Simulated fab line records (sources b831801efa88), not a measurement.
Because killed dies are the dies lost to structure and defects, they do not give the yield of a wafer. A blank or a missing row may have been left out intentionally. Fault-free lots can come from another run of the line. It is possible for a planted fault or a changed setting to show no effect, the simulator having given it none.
Which of the tools did it? | flow gf180mcu | route of 602 steps, sampled at 1 step: 7 lots, 21 wafers

== WHAT THE GAUGES READ, wafer by wafer ==
GF_POLY_GATE_THK_MEAS_17.
lot  | measured     | on            | POLY_GATE_OXIDATION_THK (nm)
L432 | day 10 01:51 | film_metro-03 | 3.94 4.04 4.04
L434 | day 10 19:47 | film_metro-02 | 4.12 4.10 3.98
L437 | day 11 12:56 | film_metro-03 | 4.02 4.11 4.13
L443 | day 13 08:05 | film_metro-02 | 4.00 3.95 4.05
L447 | day 14 12:16 | film_metro-03 | 3.86 3.89 3.97
L451 | day 15 18:34 | film_metro-02 | 4.01 3.97 3.92
L453 | day 16 08:26 | film_metro-02 | 4.06 4.01 4.10

== EACH LOT AND THE TOOL THAT RAN IT (in order: tool; ch and the chambers of the sampled wafers; start) ==
The record shows no process step preceding these readings.

== THE ANSWER, worked out from the rows above alone ==
Rule: the lots themselves supply what counts as usual. Put in order of their means at a reading, lots are off if they are a third of the lots or fewer, leave a main group of 4 or more, and stand apart from it by a gap of 3 or more times the standard deviation of the main group's means; of several such gaps the widest counts. If all means in a main group match to the digits the tables above print for the reading, that group is not used. A lot without any number at a reading at which 4 lots or more have one is off too. All remaining lots with rows at the step are treated as sound.
None of the lots is off at any reading shown; this tells nothing.

== WHAT THE SIMULATOR HAD INSERTED ==
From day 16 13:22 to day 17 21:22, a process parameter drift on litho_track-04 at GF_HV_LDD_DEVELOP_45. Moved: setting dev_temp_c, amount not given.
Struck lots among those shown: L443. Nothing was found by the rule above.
